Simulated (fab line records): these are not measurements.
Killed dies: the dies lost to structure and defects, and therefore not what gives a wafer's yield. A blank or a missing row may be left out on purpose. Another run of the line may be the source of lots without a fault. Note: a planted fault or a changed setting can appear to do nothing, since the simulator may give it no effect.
Which tool was responsible? + flow sky130 + Sampling: 12 lots, 36 wafers, 5 of 708 route steps

## WHAT THE GAUGES READ, wafer by wafer
SKY_FIELD_ISO_THK_MEAS_02. Usual: FIELD_ISO_OXIDATION_00_THK typically reads 12.09 nm, with standard deviation 0.22.
| lot  | measured    | on            | FIELD_ISO_OXIDATION_00_THK (nm) | flag |
|------|-------------|---------------|---------------------------------|------|
| L398 | day 1 12:34 | film_metro-01 | 12.22 12.05 12.24               |      |
| L400 | day 1 22:22 | film_metro-01 | 11.84 11.91 11.99               |      |
| L402 | day 2 08:42 | film_metro-03 | 11.90 11.74 11.92               |      |
| L404 | day 2 21:49 | film_metro-01 | 12.03 11.95 11.71               |      |
| L408 | day 3 13:39 | film_metro-03 | 12.12 11.94 12.08               |      |
| L409 | day 3 20:06 | film_metro-02 | 11.96 12.09 11.73               |      |
| L410 | day 4 02:57 | film_metro-02 | 12.24 12.10 11.92               |      |
| L412 | day 4 11:35 | film_metro-01 | 12.20 12.00 12.19               |      |
| L413 | day 4 19:45 | film_metro-01 | 12.22 11.96 12.04               |      |
| L416 | day 5 11:05 | film_metro-01 | 12.12 12.38 12.21               |      |
| L418 | day 5 20:46 | film_metro-02 | 12.14 12.30 12.12               |      |
| L421 | day 6 07:44 | film_metro-02 | 12.23 12.05 12.18               |      |

SKY_NWELL_TW_MEAS_15. Usual: NWELL_TW typically reads 1817, with standard deviation 14.
| lot  | measured     | on            | NWELL_TW       | flag |
|------|--------------|---------------|----------------|------|
| L398 | day 4 15:09  | film_metro-01 | 1817 1822 1830 |      |
| L400 | day 5 05:20  | film_metro-02 | 1819 1805 1810 |      |
| L402 | day 5 12:58  | film_metro-01 | 1828 1834 1831 |      |
| L404 | day 6 01:38  | film_metro-01 | 1801 1813 1803 |      |
| L408 | day 7 15:37  | film_metro-02 | 1801 1800 1803 |      |
| L409 | day 7 16:35  | film_metro-01 | 1814 1823 1814 |      |
| L410 | day 7 16:54  | film_metro-02 | 1800 1808 1801 |      |
| L412 | day 8 09:42  | film_metro-02 | 1798 1801 1796 |      |
| L413 | day 8 21:15  | film_metro-04 | 1814 1815 1816 |      |
| L416 | day 9 05:23  | film_metro-01 | 1828 1834 1829 |      |
| L418 | day 9 17:45  | film_metro-02 | 1804 1816 1806 |      |
| L421 | day 10 03:27 | film_metro-01 | 1849 1838 1837 |      |

SKY_VT_ADJUST_HVTP_TW_MEAS_11. Usual: VT_ADJUST_HVTP_TW typically reads 1357, with standard deviation 7.8.
| lot  | measured     | on            | VT_ADJUST_HVTP_TW             | flag |
|------|--------------|---------------|-------------------------------|------|
| L398 | day 6 00:53  | film_metro-03 | 1364 1362 1362                |      |
| L400 | day 6 17:13  | film_metro-04 | 1344 1343 1348                |      |
| L402 | day 7 01:01  | film_metro-04 | 1337 1344 1347                |      |
| L404 | day 7 15:28  | film_metro-03 | 1371 1358 1365                |      |
| L408 | day 9 09:32  | film_metro-01 | 1404 1395 1392 1390 1392 1385 | OFF  |
| L409 | day 9 10:06  | film_metro-04 | 1387 1387 1393 1393 1389 1387 | OFF  |
| L410 | day 9 10:25  | film_metro-04 | 1359 1356 1360                |      |
| L412 | day 10 04:25 | film_metro-04 | 1358 1346 1346                |      |
| L413 | day 10 17:40 | film_metro-01 | 1363 1364 1365                |      |
| L416 | day 11 02:12 | film_metro-01 | 1364 1361 1366                |      |
| L418 | day 11 15:26 | film_metro-04 | 1361 1360 1354                |      |
| L421 | day 12 01:34 | film_metro-01 | 1362 1362 1363                |      |

## TOOL THAT RAN EACH LOT (tool first, then ch and the chambers of the sampled wafers, then the start)
| lot  | SKY_VT_ADJUST_HVTP_IMPLANT_09   | SKY_VT_ADJUST_HVTP_STRIP_10          |
|------|---------------------------------|--------------------------------------|
| L398 | implanter-04 ch 0, day 6 00:38  | plasma_asher-03 ch 0,1, day 6 00:46  |
| L400 | implanter-04 ch 0, day 6 16:58  | plasma_asher-02 ch 0,1, day 6 17:07  |
| L402 | implanter-01 ch 0, day 7 00:46  | plasma_asher-02 ch 0,1, day 7 00:55  |
| L404 | implanter-04 ch 0, day 7 15:13  | plasma_asher-04 ch 0,1, day 7 15:22  |
| L408 | implanter-04 ch 0, day 9 09:19  | plasma_asher-03 ch 0,1, day 9 09:26  |
| L409 | implanter-04 ch 0, day 9 09:52  | plasma_asher-04 ch 0,1, day 9 09:59  |
| L410 | implanter-01 ch 0, day 9 10:10  | plasma_asher-03 ch 0,1, day 9 10:19  |
| L412 | implanter-02 ch 0, day 10 04:11 | plasma_asher-03 ch 0,1, day 10 04:20 |
| L413 | implanter-01 ch 0, day 10 17:25 | plasma_asher-03 ch 0,1, day 10 17:34 |
| L416 | implanter-02 ch 0, day 11 01:59 | plasma_asher-03 ch 0,1, day 11 02:06 |
| L418 | implanter-01 ch 0, day 11 15:13 | plasma_asher-02 ch 0,1, day 11 15:21 |
| L421 | implanter-02 ch 0, day 12 01:19 | plasma_asher-04 ch 0,1, day 12 01:28 |
- SKY_VT_ADJUST_HVTP_IMPLANT_09
- SKY_VT_ADJUST_HVTP_STRIP_10: strips in O2/N2.

## WHAT THE TOOLS THEMSELVES READ (means of the sampled wafers that have a number; where no wafer has one, the mark that the record gives instead)
SKY_VT_ADJUST_HVTP_IMPLANT_09. Usual: beam_energy_keV 150.00, standard deviation 0.048; end_station_pressure_torr 5.02e-06 Torr, standard deviation 3e-07.
| lot  | tool         | beam_energy_keV | end_station_pressure_torr (Torr) | flag |
|------|--------------|-----------------|----------------------------------|------|
| L398 | implanter-04 | 150.06          | 4.95e-06                         |      |
| L400 | implanter-04 | 150.04          | 5.17e-06                         |      |
| L402 | implanter-01 | 150.03          | 4.84e-06                         |      |
| L404 | implanter-04 | 149.95          | 4.88e-06                         |      |
| L408 | implanter-04 | 162.85          | 5.13e-06                         | OFF  |
| L409 | implanter-04 | 162.84          | 4.98e-06                         | OFF  |
| L410 | implanter-01 | 150.00          | 5.11e-06                         |      |
| L412 | implanter-02 | 150.02          | 5.11e-06                         |      |
| L413 | implanter-01 | 150.00          | 4.93e-06                         |      |
| L416 | implanter-02 | 149.98          | 5.18e-06                         |      |
| L418 | implanter-01 | 149.98          | 4.76e-06                         |      |
| L421 | implanter-02 | 149.97          | 5.06e-06                         |      |

SKY_VT_ADJUST_HVTP_STRIP_10. Usual: drypump_motor_current_A 5.4 A, standard deviation 0.39; oes_product_au 0.716 a.u., standard deviation 0.0041; strip_time_to_endpoint_s 14.18 s, standard deviation 0.043.
| lot  | tool            | drypump_motor_current_A (A) | oes_product_au (a.u.) | strip_time_to_endpoint_s (s) | flag |
|------|-----------------|-----------------------------|-----------------------|------------------------------|------|
| L398 | plasma_asher-03 | 5.1                         | 0.718                 | 14.13                        |      |
| L400 | plasma_asher-02 | 5.6                         | 0.718                 | 14.21                        |      |
| L402 | plasma_asher-02 | 5.6                         | 0.718                 | 14.19                        |      |
| L404 | plasma_asher-04 | 5.9                         | 0.717                 | 14.16                        |      |
| L408 | plasma_asher-03 | 5.2                         | 0.716                 | 14.19                        |      |
| L409 | plasma_asher-04 | 5.4                         | 0.711                 | 14.15                        |      |
| L410 | plasma_asher-03 | 5.3                         | 0.721                 | 14.17                        |      |
| L412 | plasma_asher-03 | 5.3                         | 0.718                 | 14.11                        |      |
| L413 | plasma_asher-03 | 5.3                         | 0.720                 | 14.17                        |      |
| L416 | plasma_asher-03 | 5.1                         | 0.715                 | 14.15                        |      |
| L418 | plasma_asher-02 | 5.5                         | 0.718                 | 14.26                        |      |
| L421 | plasma_asher-04 | 5.8                         | 0.717                 | 14.11                        |      |

## THE ANSWER, worked out from the rows above alone
Rule: a lot is off if the mean of its wafers that have a number lies more than 3 standard deviations from the usual mean. Also off: a lot with no number at a reading for which 4 or more lots have one. All remaining lots with rows at the step are treated as sound. Order of review: gauges by route order, followed by the tools' own readings, for which a lot's mean as printed above is used. At the first step where some lot is off, the reading lying furthest off is the one used; lots without a number count as furthest.
Off: L408, L409, seen at SKY_VT_ADJUST_HVTP_TW_MEAS_11 (VT_ADJUST_HVTP_TW).
A tool fits if, at a process step before that reading, it ran every lot that is off, and no sound lot after the first of them. Not tried: the gauges at SKY_VT_ADJUST_HVTP_TW_MEAS_11; whatever is off there is also off at SKY_VT_ADJUST_HVTP_IMPLANT_09, on other tools, and gauge error can't account for it. One fits: implanter-04 at SKY_VT_ADJUST_HVTP_IMPLANT_09. A fault onset in the window from L404 (day 7 15:13, its last sound lot) to L408 (day 9 09:19, its first lot off) fits.
The tool's own readings at SKY_VT_ADJUST_HVTP_IMPLANT_09 bear it out: on the lots that are off they differ by more than 5 times the standard deviation of the sound lots' means. beam_energy_keV reads 162.84 there against 150.00 on the sound lots.

## WHAT HAD BEEN PUT IN BY THE SIMULATOR
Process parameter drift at SKY_VT_ADJUST_HVTP_IMPLANT_09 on implanter-04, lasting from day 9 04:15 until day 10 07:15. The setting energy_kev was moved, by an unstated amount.
Struck lots among those shown: L408, L409. The same result came from the rule above.
